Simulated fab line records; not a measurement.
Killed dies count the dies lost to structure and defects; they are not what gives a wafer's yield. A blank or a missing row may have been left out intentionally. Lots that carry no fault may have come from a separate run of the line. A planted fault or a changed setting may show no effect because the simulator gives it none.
Which tool was responsible?	flow sky130	10 lots with 30 wafers sampled at 5 steps, on a route of 708 steps

## WHAT EACH GAUGE READ, for each wafer
No reading from a measuring or inspecting step in the record can be judged against a usual standard deviation.

## TOOL THAT RAN EACH LOT (tool first, then ch and the chambers of the sampled wafers, then the start)
lot	SKY_FIELD_ISO_ETCH_14	SKY_VIA2_ETCH_15	SKY_VIA2_STRIP_16	SKY_VIA4_ETCH_12	SKY_PAD_OPEN_STRIP_08
L409	rie diel-02 ch 0,2,3, day 2 09:25	rie diel-04 ch 0,2,3, day 36 13:13	plasma asher-03 ch 0,1, day 36 13:17	rie diel-04 ch 0,1,3, day 42 23:29	plasma asher-02 ch 0,1, day 45 20:41
L413	rie diel-04 ch 2,3, day 3 06:31	rie diel-03 ch 1,2,3, day 37 18:14	plasma asher-04 ch 1, day 37 18:17	rie diel-02 ch 1,2, day 44 01:23	plasma asher-02 ch 0, day 46 20:02
L414	rie diel-03 ch 1,2,3, day 3 11:25	rie diel-03 ch 1,2,3, day 37 21:12	plasma asher-04 ch 0,1, day 37 21:18	rie diel-03 ch 0,2,3, day 44 05:35	plasma asher-04 ch 0,1, day 47 00:05
L416	rie diel-02 ch 0,2,3, day 3 21:46	rie diel-03 ch 0,1,2, day 38 18:56	plasma asher-03 ch 0,1, day 38 19:00	rie diel-03 ch 1,3, day 44 23:23	plasma asher-02 ch 0,1, day 47 15:56
L421	rie diel-04 ch 0,3, day 5 01:16	rie diel-03 ch 1,2,3, day 40 07:03	plasma asher-04 ch 0,1, day 40 07:07	rie diel-04 ch 0,1,3, day 46 07:29	plasma asher-01 ch 0,1, day 48 21:03
L422	rie diel-03 ch 0,2,3, day 5 04:47	rie diel-03 ch 1,2,3, day 40 11:40	plasma asher-03 ch 0,1, day 40 11:45	rie diel-03 ch 0,1,3, day 46 11:04	plasma asher-01 ch 0,1, day 48 22:47
L424	rie diel-04 ch 0,1,2, day 5 17:04	rie diel-02 ch 0,1,2, day 41 04:09	plasma asher-03 ch 0,1, day 41 04:15	rie diel-03 ch 0,3, day 47 01:16	plasma asher-01 ch 0,1, day 49 10:29
L428	rie diel-02 ch 2,3, day 6 13:19	rie diel-02 ch 0,2,3, day 42 03:36	plasma asher-02 ch 1, day 42 03:40	rie diel-02 ch 1,3, day 47 21:43	plasma asher-02 ch 0,1, day 50 05:41
L429	rie diel-04 ch 0,2,3, day 6 17:46	rie diel-04 ch 0,1,3, day 42 04:02	plasma asher-04 ch 0,1, day 42 04:06	rie diel-02 ch 0,1, day 47 19:40	plasma asher-02 ch 0,1, day 50 03:35
L430	rie diel-02 ch 0,1,3, day 7 00:16	rie diel-04 ch 0,1,2, day 42 11:32	plasma asher-02 ch 0,1, day 42 11:35	rie diel-04 ch 0,1,3, day 48 04:08	plasma asher-02 ch 0,1, day 50 11:06
- SKY_FIELD_ISO_ETCH_14: etches BARC in N2/H2, stops on SiO2, time 45.9 s, target depth 60 nm.
- SKY_VIA2_ETCH_15: etches SiO2 in C4F8/O2/Ar, stops on TiN, target depth 546 nm, time 84 s.
- SKY_VIA2_STRIP_16: strips in O2/N2.
- SKY_VIA4_ETCH_12: etches SiO2 in C4F8/O2/Ar, stops on TiN, target depth 580 nm.
- SKY_PAD_OPEN_STRIP_08: strips in O2/N2.

## AS READ BY THE TOOLS THEMSELVES (means over the sampled wafers that have a number; for cases with no such wafer, the mark the record gives instead)
SKY_FIELD_ISO_ETCH_14.
lot	tool	chamber pressure mTorr (mTorr)	drypump motor current A (A)	oes product au (a.u.)	rf fwd power W (W)	throttle valve pct (%)
L409	rie diel-02	30.043	5.7	0.855	494.4	13.224
L413	rie diel-04	29.992	5.8	0.859	493.4	13.218
L414	rie diel-03	30.002	6.2	0.856	494.6	13.224
L416	rie diel-02	30.010	5.7	0.855	494.2	13.210
L421	rie diel-04	29.989	5.1	0.854	494.1	13.221
L422	rie diel-03	30.024	5.9	0.854	496.7	13.222
L424	rie diel-04	29.999	6.1	0.850	495.6	13.235
L428	rie diel-02	30.014	5.5	0.857	494.2	13.226
L429	rie diel-04	30.021	5.6	0.857	494.5	13.232
L430	rie diel-02	29.988	5.7	0.858	494.0	13.237

SKY_VIA2_ETCH_15.
lot	tool	chamber pressure mTorr (mTorr)	oes product au (a.u.)	rf fwd power W (W)
L409	rie diel-04	39.98	0.935	1495
L413	rie diel-03	40.01	0.939	1492
L414	rie diel-03	40.01	0.942	1487
L416	rie diel-03	40.02	0.941	1489
L421	rie diel-03	40.01	0.935	1248
L422	rie diel-03	40.01	0.937	1245
L424	rie diel-02	39.99	0.939	1486
L428	rie diel-02	39.97	0.935	1493
L429	rie diel-04	39.99	0.936	1495
L430	rie diel-04	40.03	0.937	1492

SKY_VIA2_STRIP_16.
lot	tool	chamber pressure mTorr (mTorr)	drypump motor current A (A)	oes product au (a.u.)	strip time to endpoint s (s)
L409	plasma asher-03	1500.2	5.7	0.396	4.034
L413	plasma asher-04	1498.5	5.3	0.401	4.074
L414	plasma asher-04	1499.2	5.4	0.394	4.051
L416	plasma asher-03	1500.8	5.4	0.399	4.059
L421	plasma asher-04	1499.8	5.4	0.405	4.161
L422	plasma asher-03	1499.6	5.7	0.400	4.150
L424	plasma asher-03	1500.7	5.7	0.399	4.068
L428	plasma asher-02	1499.5	4.8	0.402	4.055
L429	plasma asher-04	1499.6	5.4	0.400	4.031
L430	plasma asher-02	1500.5	4.8	0.401	4.041

SKY_VIA4_ETCH_12.
lot	tool	chamber pressure mTorr (mTorr)	oes product au (a.u.)	rf fwd power W (W)
L409	rie diel-04	40.01	0.925	1492
L413	rie diel-02	39.99	0.922	1481
L414	rie diel-03	39.98	0.926	1489
L416	rie diel-03	39.97	0.922	1496
L421	rie diel-04	40.04	0.921	1497
L422	rie diel-03	39.99	0.921	1494
L424	rie diel-03	39.99	0.929	1492
L428	rie diel-02	39.97	0.924	1490
L429	rie diel-02	40.04	0.928	1487
L430	rie diel-04	39.98	0.922	1492

SKY_PAD_OPEN_STRIP_08.
lot	tool	chamber pressure mTorr (mTorr)	drypump motor current A (A)	oes product au (a.u.)	strip time to endpoint s (s)
L409	plasma asher-02	1498.9	4.8	0.665	37.21
L413	plasma asher-02	1501.0	4.8	0.663	37.10
L414	plasma asher-04	1500.0	5.3	0.661	36.85
L416	plasma asher-02	1500.2	4.8	0.666	36.92
L421	plasma asher-01	1500.6	5.8	0.663	37.05
L422	plasma asher-01	1499.7	5.8	0.660	37.22
L424	plasma asher-01	1501.7	5.7	0.663	36.81
L428	plasma asher-02	1499.9	4.8	0.662	37.22
L429	plasma asher-02	1500.4	4.8	0.661	37.11
L430	plasma asher-02	1501.0	4.8	0.659	37.17

## THE ANSWER, worked out from the rows above alone
Rule: usual is defined by the lots themselves. The widest of any qualifying gaps counts: lots, ordered by their means at a reading, are off when they make up no more than a third of the lots, leave a main group of 4 or more, and stand apart from it by 3 or more times the standard deviation of that group's means. A main group whose means are all the same, to the digits that the tables above print for the reading, isn't used. A lot without any number at a reading at which 4 lots or more have one is off too. The other lots that the step has rows for count as sound. First the gauges in route order, then the tools' own readings, where a lot's mean is used as printed above. The first step at which some lot is off is used, and at that step the reading that is off furthest; a lot without a number counts as furthest.
Off: L421, L422, at SKY_VIA2_ETCH_15 (rf fwd power W). The main group has a mean of 1491 W with a standard deviation of 3.2.
If a tool, at that step or one of the process steps before it, ran each lot that is off and ran no sound lot following the first of them, it fits. One fits: rie diel-03 at SKY_VIA2_ETCH_15. A fault onset in the window from L416 (day 38 18:56, its last sound lot) to L421 (day 40 07:03, its first lot off) fits.
On the lots that are off, the tool's own readings at SKY_VIA2_ETCH_15 differ by more than 5 times the standard deviation of the sound lots' means, which bears it out; rf fwd power W reads 1246 W there versus 1491 W on the sound lots.

## WHAT HAD BEEN PUT IN BY THE SIMULATOR
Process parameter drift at SKY_VIA2_ETCH_15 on rie diel-03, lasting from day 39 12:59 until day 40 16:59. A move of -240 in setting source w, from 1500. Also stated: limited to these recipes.
Struck lots among those shown: L421, L422. This agrees with what the rule above found.
